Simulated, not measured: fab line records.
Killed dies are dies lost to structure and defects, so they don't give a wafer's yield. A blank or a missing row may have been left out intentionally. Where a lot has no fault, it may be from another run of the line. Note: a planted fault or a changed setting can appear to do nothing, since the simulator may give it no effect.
Which tool was responsible? | flow sky130 | 11 lots, 33 wafers sampled, at 5 steps of a route of 708

WHAT THE GAUGES READ, wafer by wafer
SKY_CAPM_OVL_MEAS_12. Usual: for CAPM_OVL the level is -0.7 nm and the standard deviation is 1.4.
lot  | measured     | on         | CAPM_OVL (nm)  | flag
L695 | day 37 12:15 | overlay-01 | 0.9 0.0 0.5    |
L697 | day 38 19:28 | overlay-01 | -1.3 -0.6 -1.4 |
L698 | day 39 10:50 | overlay-01 | -0.1 -0.3 0.4  |
L701 | day 40 01:07 | overlay-02 | -2.5 -1.2 -1.3 |
L702 | day 40 12:23 | overlay-01 | -2.3 -1.1 -2.6 |
L703 | day 40 19:43 | overlay-02 | 2.3 2.4 1.9    |
L704 | day 40 19:51 | overlay-01 | 0.4 -1.5 -0.4  |
L710 | day 42 06:02 | overlay-02 | -2.7 -1.5 -1.4 |
L712 | day 42 19:53 | overlay-02 | -1.9 -1.4 -2.0 |
L714 | day 43 12:25 | overlay-01 | 0.6 -2.2 -0.5  |
L715 | day 43 20:05 | overlay-01 | 1.4 -1.1 -0.3  |

SKY_CAP2M_RS_MEAS_03: measures by four-point-probe. Usual: for CAP2M_TIN_RS the level is 6.88 ohm/sq and the standard deviation is 0.076.
lot  | measured     | on            | CAP2M_TIN_RS (ohm/sq)               | flag
L695 | day 39 19:26 | film metro-01 | 6.92 6.98 6.96                      |
L697 | day 41 00:16 | film metro-03 | 6.89 6.93 6.89                      |
L698 | day 41 15:44 | film metro-01 | 6.90 6.79 6.85                      |
L701 | day 42 04:41 | film metro-03 | 6.96 6.93 6.87                      |
L702 | day 42 16:10 | film metro-03 | 6.90 6.75 6.78                      |
L703 | day 42 23:01 | film metro-03 | 6.95 6.84 6.83                      |
L704 | day 42 23:28 | film metro-04 | 6.95 6.97 6.87                      |
L710 | day 44 08:00 | film metro-01 | 6.73 6.81 6.69                      |
L712 | day 44 21:04 | film metro-04 | 12.82 12.92 12.43 12.83 12.93 12.42 | OFF
L714 | day 45 12:08 | film metro-04 | 12.77 13.34 12.95 12.77 13.32 12.97 | OFF
L715 | day 45 19:39 | film metro-04 | 6.86 6.94 6.95                      |

TOOL THAT RAN EACH LOT (tool first, then ch and the chambers of the sampled wafers, then the start)
lot  | SKY_METAL3_STRIP_19                  | SKY_CAP2M_CVD_00                | SKY_CAP2M_SPUTTER_02
L695 | plasma asher-01 ch 0,1, day 38 14:52 | pecvd-04 ch 0,1,2, day 39 19:13 | pvd sputter-02, day 39 19:17
L697 | plasma asher-03 ch 0,1, day 39 21:23 | pecvd-01 ch 0,1,2, day 41 00:04 | pvd sputter-02, day 41 00:09
L698 | plasma asher-03 ch 0,1, day 40 12:47 | pecvd-03 ch 0,1,2, day 41 15:33 | pvd sputter-02, day 41 15:38
L701 | plasma asher-04 ch 0,1, day 41 01:41 | pecvd-01 ch 1,2, day 42 04:28   | pvd sputter-01, day 42 04:33
L702 | plasma asher-03 ch 0,1, day 41 13:19 | pecvd-03 ch 0,2, day 42 15:58   | pvd sputter-01, day 42 16:03
L703 | plasma asher-04 ch 1, day 41 20:29   | pecvd-01 ch 0,1,2, day 42 22:49 | pvd sputter-04, day 42 22:54
L704 | plasma asher-04 ch 0,1, day 41 20:50 | pecvd-04 ch 1,2, day 42 23:16   | pvd sputter-02, day 42 23:20
L710 | plasma asher-03 ch 0,1, day 43 05:55 | pecvd-04 ch 1,2, day 44 07:49   | pvd sputter-01, day 44 07:53
L712 | plasma asher-04 ch 0,1, day 43 20:16 | pecvd-04 ch 1,2, day 44 20:52   | pvd sputter-01, day 44 20:58
L714 | plasma asher-04 ch 0,1, day 44 11:56 | pecvd-03 ch 0,1, day 45 11:55   | pvd sputter-01, day 45 12:01
L715 | plasma asher-01 ch 0,1, day 44 18:59 | pecvd-03 ch 0,2, day 45 19:26   | pvd sputter-02, day 45 19:32
- SKY_METAL3_STRIP_19: strips in O2/N2.
- SKY_CAP2M_CVD_00: deposits SiO2, target thk 15.5 nm.
- SKY_CAP2M_SPUTTER_02: material TiN, target thk 200 nm, time 166.7 s.

WHAT THE TOOLS THEMSELVES READ (means of the sampled wafers that have a number; where no wafer has one, the mark that the record gives instead)
SKY_METAL3_STRIP_19. Usual: drypump motor current A 5.33 A, standard deviation 0.28; oes product au 0.509 a.u., standard deviation 0.0058; strip time to endpoint s 6.70 s, standard deviation 0.093.
lot  | tool            | drypump motor current A (A) | oes product au (a.u.) | strip time to endpoint s (s) | flag
L695 | plasma asher-01 | 5.30                        | 0.516                 | 6.78                         |
L697 | plasma asher-03 | 5.03                        | 0.502                 | 6.52                         |
L698 | plasma asher-03 | 5.03                        | 0.506                 | 6.69                         |
L701 | plasma asher-04 | 5.40                        | 0.511                 | 6.77                         |
L702 | plasma asher-03 | 5.02                        | 0.509                 | 6.68                         |
L703 | plasma asher-04 | 5.61                        | 0.505                 | 6.62                         |
L704 | plasma asher-04 | 5.52                        | 0.513                 | 6.74                         |
L710 | plasma asher-03 | 5.03                        | 0.507                 | 6.62                         |
L712 | plasma asher-04 | 5.41                        | 0.512                 | 6.77                         |
L714 | plasma asher-04 | 5.53                        | 0.508                 | 6.69                         |
L715 | plasma asher-01 | 5.39                        | 0.513                 | 6.75                         |

SKY_CAP2M_CVD_00. Usual: heater power outer w 406 W, standard deviation 51; heater power w 698 W, standard deviation 72; rf fwd power W 442.0 W, standard deviation 2; susceptor temp C 399.96 C, standard deviation 0.2.
lot  | tool     | heater power outer w (W) | heater power w (W) | rf fwd power W (W) | susceptor temp C (C) | flag
L695 | pecvd-04 | 364                      | 658                | 441.6              | 399.95               |
L697 | pecvd-01 | 398                      | 658                | 443.1              | 400.06               |
L698 | pecvd-03 | 418                      | 714                | 443.1              | 400.07               |
L701 | pecvd-01 | 347                      | 605                | 443.5              | 399.85               |
L702 | pecvd-03 | 444                      | 742                | 441.1              | 399.88               |
L703 | pecvd-01 | 426                      | 715                | 443.2              | 400.06               |
L704 | pecvd-04 | 387                      | 678                | 441.4              | 399.82               |
L710 | pecvd-04 | 361                      | 652                | 440.2              | 400.13               |
L712 | pecvd-04 | 353                      | 632                | 440.2              | 399.71               |
L714 | pecvd-03 | 406                      | 695                | 441.0              | 399.87               |
L715 | pecvd-03 | 380                      | 671                | 441.9              | 399.86               |

SKY_CAP2M_SPUTTER_02. Usual: cathode dc power W 6500.0 W, standard deviation 1.2; susceptor temp C 300.03 C, standard deviation 0.2; throttle valve pct 29.7 %, standard deviation 1.1.
lot  | tool           | cathode dc power W (W) | susceptor temp C (C) | throttle valve pct (%) | flag
L695 | pvd sputter-02 | 6500.7                 | 299.97               | 30.7                   |
L697 | pvd sputter-02 | 6500.5                 | 300.16               | 30.8                   |
L698 | pvd sputter-02 | 6501.4                 | 300.13               | 29.6                   |
L701 | pvd sputter-01 | 6499.9                 | 299.99               | 30.4                   |
L702 | pvd sputter-01 | 6500.2                 | 299.83               | 30.4                   |
L703 | pvd sputter-04 | 6498.9                 | 300.05               | 28.6                   |
L704 | pvd sputter-02 | 6499.5                 | 299.95               | 30.5                   |
L710 | pvd sputter-01 | 6500.2                 | 300.14               | 30.3                   |
L712 | pvd sputter-01 | 3516.6                 | 300.02               | 29.8                   | OFF
L714 | pvd sputter-01 | 3516.6                 | 299.96               | 30.3                   | OFF
L715 | pvd sputter-02 | 6499.3                 | 300.18               | 29.5                   |

THE ANSWER, worked out from the rows above alone
Rule: a lot counts as off when the mean over its wafers that have a number is more than 3 standard deviations away from the usual mean. Also off: a lot with no number at a reading for which 4 or more lots have one. Any other lot the step has rows for is counted as sound. After the gauges, taken in route order, come the tools' own readings; for these a lot's mean is taken, as printed above. The first step at which some lot is off is used, and at that step the reading that is off furthest; a lot without a number counts as furthest.
Off: L712, L714, at SKY_CAP2M_RS_MEAS_03 (CAP2M_TIN_RS).
If a tool, at a process step before that reading, ran all the lots that are off and no sound lot after the first of them, it fits. Not tried: the gauges at SKY_CAP2M_RS_MEAS_03; whatever is off there is also off at SKY_CAP2M_SPUTTER_02, on other tools, and gauge error can't account for it. Undecided on this evidence; 2 tools fit (plasma asher-04 at SKY_METAL3_STRIP_19, pvd sputter-01 at SKY_CAP2M_SPUTTER_02).

WHAT THE SIMULATOR PUT IN
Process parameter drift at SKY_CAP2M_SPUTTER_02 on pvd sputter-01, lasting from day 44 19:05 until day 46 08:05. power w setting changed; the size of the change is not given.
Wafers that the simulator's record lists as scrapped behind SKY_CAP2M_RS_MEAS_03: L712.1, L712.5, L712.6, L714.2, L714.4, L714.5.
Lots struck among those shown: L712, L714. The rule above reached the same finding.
